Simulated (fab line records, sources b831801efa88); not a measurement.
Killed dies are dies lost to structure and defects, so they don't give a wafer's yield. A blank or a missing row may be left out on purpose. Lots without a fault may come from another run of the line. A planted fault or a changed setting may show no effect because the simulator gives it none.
Which tool did it? | flow gf180mcu | 13 lots, 39 wafers sampled, at 4 steps of a route of 602

WHAT THE GAUGES READ, wafer by wafer
GF_V1_THK_MEAS_01.
lot  | measured     | on            | V1_CVD_00_THK (nm)
L217 | day 17 07:08 | film_metro-01 | 607 617 611
L219 | day 17 19:39 | film_metro-02 | 604 603 609
L220 | day 18 11:23 | film_metro-02 | 610 605 599
L221 | day 18 12:23 | film_metro-01 | 596 604 595
L222 | day 19 03:50 | film_metro-04 | 599 601 600
L223 | day 19 15:01 | film_metro-04 | 606 599 596
L226 | day 20 15:16 | film_metro-01 | 604 602 600
L227 | day 21 00:58 | film_metro-04 | 603 605 605
L228 | day 21 05:39 | film_metro-04 | 596 597 597
L229 | day 21 19:50 | film_metro-02 | 604 606 605
L236 | day 24 03:03 | film_metro-01 | 593 602 599
L237 | day 24 03:52 | film_metro-02 | 591 595 593
L238 | day 24 12:08 | film_metro-04 | 604 602 594

GF_V5_BOW_MEAS_05.
lot  | measured     | on            | V5_BOW (um)
L217 | day 26 14:19 | film_metro-04 | 139 146 143
L219 | day 26 22:17 | film_metro-02 | 129 129 133
L220 | day 27 12:07 | film_metro-04 | 142 131 137
L221 | day 27 14:17 | film_metro-04 | 134 126 135
L222 | day 28 02:23 | film_metro-04 | 151 152 154
L223 | day 28 10:46 | film_metro-01 | 142 136 140
L226 | day 29 06:08 | film_metro-02 | 155 163 159
L227 | day 29 15:14 | film_metro-02 | 132 129 131
L228 | day 29 17:25 | film_metro-02 | 136 138 133
L229 | day 30 06:37 | film_metro-02 | 138 125 133
L236 | day 32 02:31 | film_metro-01 | 124 120 137
L237 | day 32 02:38 | film_metro-04 | 146 131 138
L238 | day 32 08:53 | film_metro-01 | 117 134 122

GF_V5_RS_MEAS_24: measures by four-point-probe.
lot  | measured     | on            | V5_W_RS (ohm/sq)
L217 | day 27 11:37 | film_metro-04 | 0.329 0.327 0.327
L219 | day 27 19:22 | film_metro-02 | 0.320 0.320 0.324
L220 | day 28 08:37 | film_metro-02 | 0.317 0.318 0.321
L221 | day 28 11:00 | film_metro-01 | 0.323 0.325 0.324
L222 | day 28 23:26 | film_metro-02 | 0.321 0.321 0.322
L223 | day 29 07:04 | film_metro-04 | 0.319 0.318 0.322
L226 | day 30 02:32 | film_metro-01 | 0.329 0.330 0.329
L227 | day 30 10:48 | film_metro-04 | 0.335 0.332 0.330
L228 | day 30 12:47 | film_metro-01 | 0.330 0.334 0.331
L229 | day 31 01:28 | film_metro-01 | 0.327 0.321 0.331
L236 | day 32 20:16 | film_metro-02 | 0.320 0.328 0.328
L237 | day 32 20:32 | film_metro-04 | 0.332 0.333 0.332
L238 | day 33 02:40 | film_metro-02 | 0.323 0.327 0.327

WHICH TOOL RAN EACH LOT (tool, then ch and the chambers of the sampled wafers, then the start)
lot  | GF_HV_LDD_STRIP_22
L217 | plasma_asher-04 ch 0,1, day 10 19:53
L219 | plasma_asher-03 ch 0,1, day 11 09:09
L220 | plasma_asher-04 ch 0,1, day 11 22:44
L221 | plasma_asher-03 ch 0,1, day 11 22:45
L222 | plasma_asher-02 ch 0,1, day 12 09:22
L223 | plasma_asher-03 ch 0,1, day 12 20:28
L226 | plasma_asher-03 ch 0,1, day 13 16:16
L227 | plasma_asher-02 ch 0,1, day 14 01:07
L228 | plasma_asher-04 ch 0,1, day 14 05:40
L229 | plasma_asher-04 ch 0,1, day 14 12:37
L236 | plasma_asher-02 ch 0,1, day 16 19:35
L237 | plasma_asher-02 ch 0,1, day 16 20:56
L238 | plasma_asher-02 ch 0,1, day 17 07:41
- GF_HV_LDD_STRIP_22: strips in O2/N2.

WHAT THE TOOLS THEMSELVES READ (means of the sampled wafers that have a number; where no wafer has one, the mark that the record gives instead)
GF_HV_LDD_STRIP_22.
lot  | tool            | chamber_pressure_mTorr (mTorr) | drypump_motor_current_A (A) | heater_power_w (W) | oes_product_au (a.u.) | platen_temp_c (C) | strip_time_to_endpoint_s (s)
L217 | plasma_asher-04 | 1499.6                         | 5.4                         | 287                | 0.709                 | 249.95            | 12.65
L219 | plasma_asher-03 | 1501.2                         | 5.8                         | 337                | 0.716                 | 250.03            | 12.60
L220 | plasma_asher-04 | 1499.6                         | 5.3                         | 290                | 0.716                 | 249.94            | 12.66
L221 | plasma_asher-03 | 1500.1                         | 5.8                         | 340                | 0.722                 | 249.83            | 12.63
L222 | plasma_asher-02 | 1500.0                         | 6.1                         | 369                | 0.716                 | 249.97            | 12.66
L223 | plasma_asher-03 | 1499.8                         | 5.8                         | 337                | 0.717                 | 249.92            | 12.63
L226 | plasma_asher-03 | 1500.2                         | 5.8                         | 338                | 0.719                 | 250.16            | 12.57
L227 | plasma_asher-02 | 1500.0                         | 6.1                         | 370                | 0.713                 | 250.04            | 12.65
L228 | plasma_asher-04 | 1499.7                         | 5.4                         | 286                | 0.714                 | 249.89            | 12.64
L229 | plasma_asher-04 | 1499.8                         | 5.3                         | 286                | 0.868                 | 249.81            | -
L236 | plasma_asher-02 | 1499.4                         | 5.9                         | 348                | 0.718                 | 250.01            | 12.59
L237 | plasma_asher-02 | 1499.3                         | 6.1                         | 375                | 0.712                 | 250.16            | 12.63
L238 | plasma_asher-02 | 1499.7                         | 5.9                         | 348                | 0.713                 | 249.95            | 12.56

THE ANSWER, worked out from the rows above alone
Rule: what is usual is taken from the lots themselves. Put in order of their means at a reading, lots are off if they are a third of the lots or fewer, leave a main group of 4 or more, and stand apart from it by a gap of 3 or more times the standard deviation of the main group's means; of several such gaps the widest counts. A main group whose means are all the same, to the digits that the tables above print for the reading, isn't used. A lot without any number at a reading at which 4 lots or more have one is off too. The other lots that the step has rows for count as sound. The gauges are gone through in route order, then the tools' own readings, and for those a lot's mean is taken as printed above. The first step at which some lot is off is used, and at that step the reading that is off furthest; a lot without a number counts as furthest.
Off: L229, at GF_HV_LDD_STRIP_22 (strip_time_to_endpoint_s). Without a number there: L229. The main group: mean 12.62 s, standard deviation 0.033.
A tool fits if, at that step or a process step before it, it ran every lot that is off, and no sound lot after the first of them. One fits: plasma_asher-04 at GF_HV_LDD_STRIP_22. Its last sound lot is L228 (day 14 05:40), its first lot that is off L229 (day 14 12:37): a fault that began between those two fits.
The tool's own readings at GF_HV_LDD_STRIP_22 bear it out: on the lots that are off they differ by more than 5 times the standard deviation of the sound lots' means. oes_product_au reads 0.868 a.u. there against 0.715 a.u. on the sound lots.
Blank at GF_HV_LDD_STRIP_22 on the lots that are off, where sound lots have numbers: strip_time_to_endpoint_s.

WHAT THE SIMULATOR HAD PUT IN
Strip aborted: plasma_asher-04, from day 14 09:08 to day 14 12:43, at GF_HV_LDD_STRIP_22. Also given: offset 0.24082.
Lots struck among those shown: L229. The rule above found the same.
